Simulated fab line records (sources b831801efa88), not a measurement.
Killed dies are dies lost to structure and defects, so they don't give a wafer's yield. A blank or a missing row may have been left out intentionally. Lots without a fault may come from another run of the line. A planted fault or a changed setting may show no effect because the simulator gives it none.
fab line records | flow sky130
record: lots: 6 wafers: 18 last-day: 50
route steps=708 shown PWDE@52 NWELL@56
lots untouched by any fault: they come from a run of this same line in which no faults occurred
start-h: hours from the record's first day to the start of the lot's first wafer shown | wait-h: how many hours have passed since the lot's step before this one | " unchanged from the row above | L1.1+2: one row covering several wafers at once | - no value, or no start given | * or withheld: withheld | < > ~ a bound
route shown NAME@n: a module of which the file shows steps, and the number in the route of the first | usual: mean and standard deviation over wafers with no fault | same: alike in all rows | chamber/n: place in a boat | sites: readings site by site | _std_site: how widely they spread, as a standard deviation | _edge_site: mean of outer sites minus mean of inner sites | radius-mm: for every site, how far away it sits from the centre of the wafer | mask NAME#n: copy n | behind: the last tool/chamber to shape the wafer | hold: why the lot went on hold/how many hours it stayed there/how the hold came to an end | device: names the non-switching transistor (n, p or np) | end of line: tests run on the same wafers once the route is complete | a step with no rows: only its recipe | killed: at the first sort, the dies lost to defects and structure; wafer yield is something else | map: dies across one wafer; x = killed, . = not, _ = none there
set.NAME: the setting the step ran with; set.NAME@STEP: the setting that earlier step ran with | model.NAME: the simulator's own value behind a step, which no gauge read
a table for each step, a row for each wafer; lots at some steps of the route
services: from which hour (start-h, from the record's first day; less than 0 if before it) a tool's chamber was out of use, for how many hours, and why
== steps ==
step: SKY_PWDE_OVL_MEAS_07
usual: PWDE_OVL: -0.5/1.5
columns lot.wafer tool chamber start-h wait-h PWDE_OVL[nm]
L382.2 overlay-02 - 83.24 - -2.7
L382.5 " - " " -1.2
L382.6 " - " " -2.8
L388.1 overlay-01 - 118.29 - 1.3
L388.5 " - " " -0.5
L388.6 " - " " 1.4
L392.2 overlay-02 - 150.44 - -0.9
L392.4 " - " " 0.3
L392.6 " - " " 1.7
L395.4 overlay-01 - 178.44 - 1.4
L395.5 " - " " -2.5
L395.6 " - " " 0.1
L397.1 overlay-01 - 187.24 - -1.0
L397.5 " - " " 0.2
L397.6 " - " " 0.6
L400.2 overlay-01 - 197.64 - -0.5
L400.5 " - " " -0.1
L400.6 " - " " -0.7
step: SKY_PWDE_IMPLANT_08
recipe: species: B energy-kev: 150 dose-cm2: 3.6e+12 tilt-deg: withheld
step: SKY_PWDE_STRIP_09
recipe: chemistry: O2/N2 power-w: 1400 pressure-mtorr: 1500 platen-temp-c: withheld o2-flow-sccm: 3000 n2-flow-sccm: 300 overash-fraction: 0.5
usual: drypump-motor-current-A: 5.8/0.46 n2-flow-sccm: 299.9/0.83 o2-flow-sccm: 3000/8 oes-product-au: 0.722/0.0041 strip-time-to-endpoint-s: 36.91/0.092
columns lot.wafer tool chamber start-h wait-h drypump-motor-current-A n2-flow-sccm o2-flow-sccm oes-product-au rf-hours-counter-h strip-time-to-endpoint-s
L382.2 plasma-asher-02 0 83.42 0.1 6.0 300.0 3007 0.723 27 36.85
L382.5 " 1 " " 6.1 298.8 3000 0.715 - 36.92
L382.6 " 0 " " 6.0 299.7 2993 0.717 - 36.85
L388.1 plasma-asher-03 1 118.47 0.1 5.5 300.2 3003 0.720 0 36.88
L388.5 " 0 " " 5.2 299.6 3003 0.715 - 36.86
L388.6 " 1 " " 5.5 299.1 3005 0.726 - 36.80
L392.2 plasma-asher-02 0 150.62 0.1 6.0 300.1 3005 0.719 34 37.00
L392.4 " 0 " " 5.9 300.2 3003 0.722 - 36.95
L392.6 " 0 " " 6.0 300.5 2980 0.726 - 36.89
L395.4 plasma-asher-03 0 178.64 0.1 5.2 299.6 3008 0.724 - 36.89
L395.5 " 1 " " 5.6 299.2 2991 0.720 - 36.84
L395.6 " 0 " " 5.2 300.5 3011 0.725 - 36.95
L397.1 plasma-asher-01 1 187.42 0.1 6.6 301.2 2998 0.727 49 36.89
L397.5 " 0 " " 5.6 298.8 2989 0.720 - 36.90
L397.6 " 1 " " 6.6 301.0 2995 0.726 - 36.90
L400.2 plasma-asher-02 1 197.82 0.1 6.1 298.7 3020 0.712 38 36.99
L400.5 " 1 " " 6.1 300.6 3010 0.724 - 37.10
L400.6 " 0 " " 6.0 300.7 3005 0.723 - 36.99
step: SKY_PWDE_TW_MEAS_10
usual: PWDE_TW: 372.3/2.7
columns lot.wafer tool chamber start-h wait-h PWDE_TW
L382.2 film-metro-04 - 83.53 0.1 370.4
L382.5 " - " " 369.2
L382.6 " - " " 371.8
L388.1 film-metro-04 - 118.57 0.1 370.3
L388.5 " - " " 371.4
L388.6 " - " " 371.6
L392.2 film-metro-01 - 150.73 0.1 371.6
L392.4 " - " " 371.4
L392.6 " - " " 372.9
L395.4 film-metro-04 - 178.74 0.1 373.5
L395.5 " - " " 372.3
L395.6 " - " " 373.1
L397.1 film-metro-04 - 187.52 0.1 370.2
L397.5 " - " " 371.9
L397.6 " - " " 371.7
L400.2 film-metro-04 - 197.93 0.1 371.7
L400.5 " - " " 369.8
L400.6 " - " " 368.5
step: SKY_NWELL_DEHYDRATE_03
recipe: temp-c: 200 time-s: 60
step: SKY_NWELL_HMDS_04
recipe: prime-time-s: 60 prime-temp-c: 120
step: SKY_NWELL_COAT_05
recipe: spin-rpm: 2000 resist-thk-nm: 3000
step: SKY_NWELL_SOFTBAKE_06
recipe: temp-c: 110 time-s: withheld
step: SKY_NWELL_EXPOSE_07
recipe: mask-id: NWM na: 0.6 source-shape: conventional sigma-outer: 0.6 polarization: unpolarized target-cd-nm: 840 dose-mj: 255
step: SKY_NWELL_PEB_08
recipe: temp-c: 115 time-s: withheld
step: SKY_NWELL_DEVELOP_09
recipe: wall-angle-deg: 90 developer: TMAH develop-time-s: 60 dev-temp-c: 23
step: SKY_NWELL_OVL_MEAS_10
usual: NWELL_00_OVL: -1.7/1.2
columns lot.wafer tool chamber start-h wait-h NWELL_00_OVL[nm]
L382.2 overlay-01 - 100.49 - -3.1
L382.5 " - " " -2.8
L382.6 " - " " -3.3
L388.1 overlay-01 - 135.07 - -1.8
L388.5 " - " " -3.7
L388.6 " - " " -3.5
L392.2 overlay-01 - 169.69 - -0.2
L392.4 " - " " -1.8
L392.6 " - " " -0.6
L395.4 overlay-02 - 199.60 - -1.7
L395.5 " - " " -2.0
L395.6 " - " " -1.0
L397.1 overlay-01 - 208.64 - -4.7
L397.5 " - " " -5.5
L397.6 " - " " -2.4
L400.2 overlay-02 - 219.34 - -1.8
L400.5 " - " " -1.7
L400.6 " - " " -2.5
step: SKY_NWELL_IMPLANT_11
recipe: species: P energy-kev: 400 dose-cm2: 1.9e+13 tilt-deg: withheld
usual: beam-on-s: 10.00/0.21 dose-ions-cm2: 1.9003e+13/2.1e+10 end-station-pressure-torr: 5.07e-06/2.6e-07 faraday-current-uA: 107.2/2.2
columns lot.wafer tool chamber start-h wait-h beam-on-s dose-ions-cm2 end-station-pressure-torr faraday-current-uA
L382.2 implanter-01 0 100.55 0.0 9.65 1.9012e+13 4.93e-06 111.2
L382.5 " 0 " " 9.93 1.9005e+13 4.99e-06 108.5
L382.6 " 0 " " 10.26 1.8996e+13 5.29e-06 104.5
L388.1 implanter-02 0 135.13 0.0 9.82 1.9003e+13 5.02e-06 109.2
L388.5 " 0 " " 10.44 1.9034e+13 5.44e-06 102.7
L388.6 " 0 " " 9.92 1.8995e+13 4.66e-06 107.7
L392.2 implanter-01 0 169.75 0.0 9.83 1.1689e+13 5.18e-06 67.3
L392.4 " 0 " " 9.58 1.1715e+13 5.65e-06 69.2
L392.6 " 0 " " 9.81 1.1737e+13 4.73e-06 67.6
L395.4 implanter-01 0 199.69 0.1 9.97 1.1719e+13 4.87e-06 66.3
L395.5 " 0 " " 10.13 1.175e+13 5.1e-06 65.4
L395.6 " 0 " " 9.87 1.1734e+13 5.05e-06 66.6
L397.1 implanter-04 0 208.68 0.0 9.70 1.9007e+13 5.23e-06 110.2
L397.5 " 0 " " 10.10 1.901e+13 5.05e-06 106.3
L397.6 " 0 " " 10.26 1.8987e+13 4.87e-06 104.1
L400.2 implanter-04 0 219.39 0.0 9.87 1.9023e+13 5.31e-06 108.4
L400.5 " 0 " " 9.74 1.9016e+13 5.07e-06 110.4
L400.6 " 0 " " 9.95 1.9011e+13 5.21e-06 107.7
step: SKY_NWELL_IMPLANT_12
recipe: species: P energy-kev: 120 dose-cm2: 1.3e+12 tilt-deg: withheld
step: SKY_NWELL_IMPLANT_13
recipe: species: P energy-kev: 50 dose-cm2: 7e+11 tilt-deg: withheld
step: SKY_NWELL_STRIP_14
recipe: chemistry: O2/N2 power-w: 1400 pressure-mtorr: 1500 platen-temp-c: withheld o2-flow-sccm: 3000 n2-flow-sccm: 300 overash-fraction: 0.5
usual: drypump-motor-current-A: 5.9/0.37 n2-flow-sccm: 300.0/0.92 o2-flow-sccm: 2999/8.1 oes-product-au: 0.723/0.0042 strip-time-to-endpoint-s: 36.92/0.081
columns lot.wafer tool chamber start-h wait-h drypump-motor-current-A n2-flow-sccm o2-flow-sccm oes-product-au rf-hours-counter-h strip-time-to-endpoint-s
L382.2 plasma-asher-01 0 100.97 0.1 5.6 300.8 3011 0.723 40 36.97
L382.5 " 1 " " 6.6 301.8 3001 0.722 - 37.01
L382.6 " 0 " " 5.5 299.8 3001 0.716 - 37.10
L388.1 plasma-asher-02 1 135.58 0.1 6.1 300.7 3000 0.722 32 36.82
L388.5 " 0 " " 5.9 300.1 2998 0.717 - 36.87
L388.6 " 1 " " 6.1 299.5 2999 0.722 - 36.94
L392.2 plasma-asher-01 1 170.17 0.1 6.6 299.5 2989 0.722 47 36.93
L392.4 " 0 " " 5.6 301.0 2990 0.725 - 36.92
L392.6 " 1 " " 6.6 299.5 3013 0.726 - 36.91
L395.4 plasma-asher-04 0 200.10 0.1 5.8 298.5 2987 0.731 - 36.98
L395.5 " 0 " " 5.8 300.5 2998 0.728 - 36.95
L395.6 " 1 " " 5.7 299.3 3008 0.722 - 36.79
L397.1 plasma-asher-02 0 209.13 0.1 5.9 298.9 2998 0.720 39 36.96
L397.5 " 1 " " 6.1 299.1 2990 0.724 - 36.98
L397.6 " 0 " " 6.0 299.3 2991 0.718 - 37.10
L400.2 plasma-asher-02 0 219.82 0.1 6.0 299.4 3005 0.716 40 36.95
L400.5 " 1 " " 6.1 299.7 2998 0.718 - 36.85
L400.6 " 0 " " 6.0 298.8 3008 0.721 - 36.97
step: SKY_NWELL_TW_MEAS_15
usual: NWELL_TW: 1811/12
columns lot.wafer tool chamber start-h wait-h hold NWELL_TW
L382.2 film-metro-04 - 101.08 0.1 - 1799
L382.5 " - " " - 1797
L382.6 " - " " - 1806
L388.1 film-metro-04 - 135.68 0.1 - 1811
L388.5 " - " " - 1801
L388.6 " - " " - 1815
L392.2 film-metro-02 - 170.28 0.1 await-dispo/0.2h/release 1550
L392.4 " - " " await-dispo/0.2h/release 1561
L392.6 " - " " await-dispo/0.2h/release 1559
L392.2 film-metro-02 - 170.57 0.3 - 1556
L392.4 " - " " - 1545
L392.6 " - " " - 1558
L395.4 film-metro-01 - 200.20 0.1 await-dispo/0.2h/release 1560
L395.5 " - " " await-dispo/0.2h/release 1571
L395.6 " - " " await-dispo/0.2h/release 1561
L395.4 film-metro-01 - 200.43 0.2 - 1556
L395.5 " - " " - 1562
L395.6 " - " " - 1562
L397.1 film-metro-02 - 209.23 0.1 - 1820
L397.5 " - " " - 1807
L397.6 " - " " - 1819
L400.2 film-metro-02 - 219.93 0.1 - 1811
L400.5 " - " " - 1801
L400.6 " - " " - 1808
step: SKY_NWELL_HMDS_17
recipe: prime-time-s: 60 prime-temp-c: 120
step: SKY_NWELL_COAT_18
recipe: spin-rpm: 2000 resist-thk-nm: 3000
step: SKY_NWELL_SOFTBAKE_19
recipe: temp-c: 110 time-s: withheld
step: SKY_NWELL_EXPOSE_20
recipe: mask-id: NWM_COMPLEMENT na: 0.6 source-shape: conventional sigma-outer: 0.6 polarization: unpolarized target-cd-nm: 840 dose-mj: 260
step: SKY_NWELL_PEB_21
recipe: temp-c: 115 time-s: withheld
step: SKY_NWELL_DEVELOP_22
recipe: wall-angle-deg: 90 developer: TMAH develop-time-s: 60 dev-temp-c: 23
step: SKY_NWELL_OVL_MEAS_23
usual: NWELL_01_OVL: -0.8/1.5
columns lot.wafer tool chamber start-h wait-h NWELL_01_OVL[nm]
L382.2 overlay-02 - 118.03 - -1.0
L382.5 " - " " -1.9
L382.6 " - " " -0.9
L388.1 overlay-01 - 154.23 - -0.6
L388.5 " - " " -1.6
L388.6 " - " " -1.4
L392.2 overlay-02 - 189.70 - 0.1
L392.4 " - " " 0.1
L392.6 " - " " 1.6
L395.4 overlay-02 - 220.71 - -2.1
L395.5 " - " " -1.8
L395.6 " - " " -1.1
L397.1 overlay-02 - 230.49 - -0.5
L397.5 " - " " -0.8
L397.6 " - " " -0.9
L400.2 overlay-01 - 242.08 - -2.8
L400.5 " - " " -3.1
L400.6 " - " " -1.6
step: SKY_NWELL_IMPLANT_24
recipe: species: B energy-kev: 140 dose-cm2: 9.2e+12 tilt-deg: withheld
step: SKY_NWELL_STRIP_25
recipe: chemistry: O2/N2 power-w: 1400 pressure-mtorr: 1500 platen-temp-c: withheld o2-flow-sccm: 3000 n2-flow-sccm: 300 overash-fraction: 0.5
usual: drypump-motor-current-A: 5.9/0.34 n2-flow-sccm: 299.9/0.85 o2-flow-sccm: 3000/9.9 oes-product-au: 0.723/0.0044 strip-time-to-endpoint-s: 36.90/0.12
columns lot.wafer tool chamber start-h wait-h drypump-motor-current-A n2-flow-sccm o2-flow-sccm oes-product-au rf-hours-counter-h strip-time-to-endpoint-s
L382.2 plasma-asher-01 0 118.21 0.1 5.6 299.7 3006 0.734 41 36.81
L382.5 " 0 " " 5.6 301.9 3011 0.728 - 36.88
L382.6 " 1 " " 6.7 299.7 2996 0.719 - 36.81
L388.1 plasma-asher-04 0 154.42 0.1 5.8 301.1 3015 0.726 48 37.10
L388.5 " 1 " " 5.7 300.7 3019 0.726 - 37.05
L388.6 " 0 " " 5.8 299.4 3007 0.728 - 37.03
L392.2 plasma-asher-02 1 189.88 0.1 6.1 300.2 3000 0.718 37 36.87
L392.4 " 0 " " 6.0 299.3 3012 0.721 - 36.81
L392.6 " 1 " " 6.1 299.5 2999 0.718 - 36.83
L395.4 plasma-asher-04 0 220.91 0.1 5.8 299.4 2997 0.731 - 36.82
L395.5 " 1 " " 5.7 299.6 2990 0.712 - 36.97
L395.6 " 0 " " 5.8 298.1 3007 0.722 - 36.84
L397.1 plasma-asher-02 1 230.68 0.1 6.1 299.6 2999 0.722 41 36.91
L397.5 " 0 " " 6.0 301.0 2994 0.729 - 36.84
L397.6 " 1 " " 6.1 300.9 3016 0.720 - 36.93
L400.2 plasma-asher-04 0 242.26 0.1 5.8 300.5 3002 0.726 56 36.95
L400.5 " 0 " " 5.8 300.5 3000 0.719 - 37.00
L400.6 " 1 " " 5.7 301.0 2999 0.725 - 37.00
step: SKY_NWELL_TW_MEAS_26
usual: NWELL_2_TW: 494/3.3
columns lot.wafer tool chamber start-h wait-h NWELL_2_TW
L382.2 film-metro-04 - 118.32 0.1 491
L382.5 " - " " 494
L382.6 " - " " 493
L388.1 film-metro-02 - 154.52 0.1 490
L388.5 " - " " 496
L388.6 " - " " 492
L392.2 film-metro-01 - 189.99 0.1 499
L392.4 " - " " 498
L392.6 " - " " 496
L395.4 film-metro-02 - 221.01 0.1 491
L395.5 " - " " 493
L395.6 " - " " 491
L397.1 film-metro-02 - 230.78 0.1 492
L397.5 " - " " 494
L397.6 " - " " 491
L400.2 film-metro-01 - 242.37 0.1 496
L400.5 " - " " 498
L400.6 " - " " 498
step: SKY_NWELL_CLEAN_27
recipe: chemistry: SC1/SC2 mix: 1:4:20 temp-c: 70 time-s: 150 dry: n2-spin
step: SKY_NWELL_RTA_28
recipe: temp-c: 1050 time-s: 30 idle-temp-c: 650 ramp-up-c-per-s: 150 ramp-down-c-per-s: 90 ambient: N2
usual: anneal-temp-c-max: 1054.3/0.8 lamp-power-pct: 25.30/0.055 wafer_temp_C_max: 1055.0/0.97
same: time-s: 30
columns lot.wafer tool chamber start-h wait-h anneal-temp-c-max lamp-power-pct wafer_temp_C_max
L382.2 rtp-anneal-01 0 118.44 0.0 1055.8 25.21 1055.6
L382.5 " 0 " " 1054.1 25.35 1056.0
L382.6 " 0 " " 1054.2 25.34 1055.2
L388.1 rtp-anneal-02 0 154.63 0.0 1053.9 25.33 1053.8
L388.5 " 0 " " 1055.3 25.41 1056.3
L388.6 " 0 " " 1055.5 25.27 1054.1
L392.2 rtp-anneal-01 0 190.16 0.0 1054.2 25.33 1055.3
L392.4 " 0 " " 1054.2 25.27 1056.4
L392.6 " 0 " " 1054.0 25.24 1056.3
L395.4 rtp-anneal-01 0 221.15 0.1 1053.7 25.34 1054.4
L395.5 " 0 " " 1054.1 25.26 1054.7
L395.6 " 0 " " 1054.3 25.23 1055.6
L397.1 rtp-anneal-02 0 230.89 0.0 1054.0 25.23 1054.6
L397.5 " 0 " " 1054.3 25.25 1055.8
L397.6 " 0 " " 1054.1 25.29 1054.4
L400.2 rtp-anneal-02 0 242.49 0.0 1054.6 25.20 1055.6
L400.5 " 0 " " 1055.0 25.25 1055.8
L400.6 " 0 " " 1054.1 25.40 1055.7
step: SKY_NWELL_RS_MEAS_29
recipe: thk-meas-gauge: four-point-probe
usual: NWELL_RS: 624.6/1.9
columns lot.wafer tool chamber start-h wait-h hold NWELL_RS[ohm/sq]
L382.2 film-metro-01 - 118.54 0.1 - 624.4
L382.5 " - " " - 626.8
L382.6 " - " " - 624.9
L388.1 film-metro-02 - 154.73 0.1 - 626.9
L388.5 " - " " - 625.5
L388.6 " - " " - 625.3
L392.2 film-metro-02 - 190.26 0.1 await-dispo/0.2h/release 807.3
L392.4 " - " " await-dispo/0.2h/release 811.5
L392.6 " - " " await-dispo/0.2h/release 809.2
L392.2 film-metro-02 - 190.62 0.3 - 806.7
L392.4 " - " " - 810.9
L392.6 " - " " - 810.5
L395.4 film-metro-04 - 221.26 0.1 await-dispo/0.2h/release 810.7
L395.5 " - " " await-dispo/0.2h/release 809.2
L395.6 " - " " await-dispo/0.2h/release 810.8
L395.4 film-metro-04 - 221.62 0.3 - 811.4
L395.5 " - " " - 810.2
L395.6 " - " " - 810.1
L397.1 film-metro-04 - 230.99 0.1 - 620.9
L397.5 " - " " - 621.2
L397.6 " - " " - 622.9
L400.2 film-metro-04 - 242.59 0.1 - 621.8
L400.5 " - " " - 621.0
L400.6 " - " " - 621.8
== services ==
columns tool chamber start-h hours kind
implanter-01 - 88.83 2.4 repair
plasma-asher-03 - 108.75 9.0 pm
plasma-asher-03 0 108.75 9.0 vent-cycle
plasma-asher-03 1 108.75 9.0 vent-cycle
rtp-anneal-02 - 116.55 5.2 pm
plasma-asher-03 0 117.75 - clean
plasma-asher-03 1 117.75 - clean
implanter-04 - 155.72 4.4 pm
plasma-asher-04 - 161.13 4.4 repair
plasma-asher-02 - 163.91 2.8 pm
implanter-02 - 164.41 5.5 pm
implanter-01 - 187.90 3.5 repair
plasma-asher-01 - 206.96 1.0 repair
plasma-asher-01 - 218.87 2.1 repair
implanter-02 - 232.10 0.6 repair
implanter-02 - 241.76 2.1 repair
== key ==
first-sign: step: SKY_NWELL_IMPLANT_11 reading: dose-ions-cm2 direction: down sigmas: 99+ usual: * struck: *
effect: step: SKY_NWELL_IMPLANT_11 reading: faraday-current-uA direction: down sigmas: 18 usual: 107.2 struck: 67.1
effect: step: SKY_NWELL_TW_MEAS_15 reading: visit direction: added
effect: step: SKY_NWELL_TW_MEAS_15 reading: NWELL_TW direction: down sigmas: 21 usual: 1811 struck: 1561
effect: step: SKY_NWELL_RS_MEAS_29 reading: visit direction: added
effect: step: SKY_NWELL_RS_MEAS_29 reading: NWELL_RS direction: up sigmas: 98 usual: 624.6 struck: 809.8
met-at SKY_NWELL_IMPLANT_11
struck-wafers L392.2,L392.4,L392.6,L395.4,L395.5,L395.6
scrapped-behind SKY_NWELL_RS_MEAS_29 L392.2,L392.4,L392.6,L395.4,L395.5,L395.6
onset-between 100.55 169.75
fault: kind: process-parameter-drift tool: implanter-01 chamber: - onset-h: 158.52 steps: SKY_NWELL_IMPLANT_11 channel: dose-cm2 offset: * shape: step end-h: 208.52 acts-in: * stated: *
